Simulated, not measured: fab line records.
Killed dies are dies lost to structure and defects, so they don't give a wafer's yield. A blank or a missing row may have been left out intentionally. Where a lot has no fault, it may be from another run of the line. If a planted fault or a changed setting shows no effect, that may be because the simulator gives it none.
Struck lot and sound lot, side by side | flow gf180mcu | 14 out of 602 route steps
Sound: the wafers L167.2, L167.3, L167.6. Struck: wafers L175.1, L175.2, L175.6. The cause is given at the end.
For every step that has rows: the tool of each side, followed by ch and its chambers, followed by its first start. Under that, the readings that differ: sound wafers | struck wafers | difference of the means | sigmas: that difference in standard deviations of wafers without a fault.
alike: same words and numbers on both sides, and readings whose means sit less than 2 such deviations apart. not compared: any withheld reading, any reading some wafer has no value for, any bound like >300 that may hide the same value, and any number with overlapping values for which the record gives no deviation.
The two part at a step that has a row with sigmas, a row that says differs or no value, or rows on one side only. Numbers that have no deviation but don't overlap get no sigmas and don't part them. A reading missing from all wafers of one side parts the sides only when that side holds two or more wafers.

first, 1 step without rows for these wafers: GF_NWELL_DEVELOP_06 (develop time 60 s).
GF_NWELL_OVL_MEAS_07:
  sound on overlay-02, day 3 07:40; struck on overlay-02, day 5 04:01
  alike: NWELL_OVL
then, 2 steps without rows for these wafers: GF_NWELL_IMPLANT_08; GF_NWELL_IMPLANT_09.
GF_NWELL_STRIP_10: strips in O2/N2.
  sound on plasmaAsher-02 ch 0,1, day 3 08:00; struck on plasmaAsher-01 ch 0,1, day 5 04:21
  alike: drypumpMotorCurrentA, heaterPowerW, oesProductAu, platenTempC, stripTimeToEndpointS
  not compared: rfHoursCounterH
GF_NWELL_TW_MEAS_11:
  sound on filmMetro-02, day 3 08:07; struck on filmMetro-02, day 5 04:27
  alike: NWELL_TW
then, 6 steps without rows for these wafers: GF_LVPWELL_DEHYDRATE_00 (time 60 s); GF_LVPWELL_HMDS_01 (prime time 60 s); GF_LVPWELL_COAT_02 (resist thk 3000 nm); GF_LVPWELL_SOFTBAKE_03; GF_LVPWELL_EXPOSE_04 (exposes mask LVPWELL, target cd 600 nm); GF_LVPWELL_PEB_05.
GF_LVPWELL_DEVELOP_06: develop time 60 s.
  sound on lithoTrack-01 ch 0, day 3 20:00; struck on lithoTrack-01, day 5 18:00
  no value came back on the struck wafers for chillPlateTempC (C), developTimeS (s); on the sound wafers chillPlateTempC (C) reads 22.93 23.17 22.79
GF_LVPWELL_OVL_MEAS_07:
  sound on overlay-02, day 3 20:46; struck on overlay-02, day 5 18:48
reading          | sound        | struck | difference                    | sigmas
LVPWELL_OVL (nm) | 0.3 0.5 -1.4 | - - -  | no value on the struck wafers | 

== WHERE THEY PART ==
Earliest at GF_LVPWELL_DEVELOP_06; latest, in this record, at GF_LVPWELL_OVL_MEAS_07.

WHY: what the simulator had put in
Step skipped in full: lithoTrack-01, at GF_LVPWELL_DEVELOP_06, from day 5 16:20 onward. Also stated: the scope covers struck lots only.
